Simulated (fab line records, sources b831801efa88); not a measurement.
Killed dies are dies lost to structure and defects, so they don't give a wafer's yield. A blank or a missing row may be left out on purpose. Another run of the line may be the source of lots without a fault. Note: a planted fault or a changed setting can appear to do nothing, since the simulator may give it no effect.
A single fault, viewed from 2 desks | flow gf180mcu | what lay behind the numbers comes last; until then each desk has only its own

== THE METROLOGY DESK ==
Lot by lot, what the gauges showed, no matter which tool ran the lot: averages of those sampled wafers that carry a number. The brackets show how far a lot's mean lies from the usual mean; more than 4 standard deviations puts the lot out of limits, marked OUT.
Columns: A = cd_nm at GF_V4_CD_MEAS_14, usual 259.5 nm; B = V4_W_RS at GF_V4_RS_MEAS_24, usual 0.326 ohm/sq; C = MIM_ALCU_RS at GF_MIM_RS_MEAS_10, usual 0.1607 ohm/sq; D = MIM_ALCU_THK at GF_MIM_THK_MEAS_11, usual 199.0 nm
lot  | first seen here | A     | B     | C                | D
L866 | day 26 02:44    | 260.6 | 0.331 | 0.1608           | 198.5
L867 | day 26 09:28    | 258.2 | 0.326 | 0.1591           | 200.6
L868 | day 26 15:11    | 258.2 | 0.326 | 0.1597           | 199.5
L869 | day 26 23:32    | 257.7 | 0.328 | 0.1590           | 201.0
L870 | day 27 05:13    | 258.5 | 0.324 | 0.1598           | 199.1
L871 | day 27 19:10    | 260.7 | 0.334 | 0.1583           | 202.3
L873 | day 28 10:01    | 259.1 | 0.329 | 0.1605           | 199.2
L875 | day 28 19:29    | 260.8 | 0.325 | 0.1369 (-12) OUT | 245.9 (+20) OUT
L876 | day 28 19:52    | 260.5 | 0.327 | 0.1407 (-10) OUT | 240.1 (+17) OUT
L884 | day 31 00:12    | 258.1 | 0.330 | 0.1632           | 197.2
L885 | day 31 10:40    | 259.7 | 0.324 | 0.1575           | 203.4
This desk reports L875, L876 out of limits; the earliest was L875 at day 28 21:25 (MIM_ALCU_RS at GF_MIM_RS_MEAS_10). Within limits: L866, L867, L868, L869, L870, L871, L873, L884, L885.

== DESK OF THE TOOL OWNER: pvd_sputter-04 ==
The tool's own readings at GF_MIM_SPUTTER_08 (material AlCu, target thk 200 nm, time 10.6 s): means of the sampled wafers that have a number, for each lot that ran on this tool. The brackets show how far a lot's mean lies from the usual mean; more than 4 standard deviations puts the lot out of limits, marked OUT.
Columns: A = chamber_pressure_pa at GF_MIM_SPUTTER_08, usual 0.3999 Pa; B = throttle_valve_pct at GF_MIM_SPUTTER_08, usual 30.2 %
lot  | first seen here | A      | B
L866 | day 26 04:34    | 0.3998 | 30.8
L868 | day 26 17:02    | 0.3998 | 31.2
L873 | day 28 11:53    | 0.3996 | 30.9
L875 | day 28 21:20    | 0.4000 | 31.0
L876 | day 28 21:41    | 0.3996 | 30.9
Result from this desk: across the 5 lots, nothing is out of limits.

== BROUGHT TOGETHER ==
The metrology desk could have raised an alarm at day 28 21:25, on L875, L876.
Nothing out of limits was seen by the tool owner's desk.
On record at the tool owner's desk: L875, L876, within its limits.
Every lot named ran GF_MIM_SPUTTER_08 on pvd_sputter-04.

== WHAT THE SIMULATOR HAD INSERTED ==
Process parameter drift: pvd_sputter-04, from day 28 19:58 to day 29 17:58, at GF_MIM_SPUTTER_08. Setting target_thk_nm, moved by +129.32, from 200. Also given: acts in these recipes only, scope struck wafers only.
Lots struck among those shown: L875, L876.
Hours from the fault's start to each desk's first reading out of limits: the metrology desk, 1.
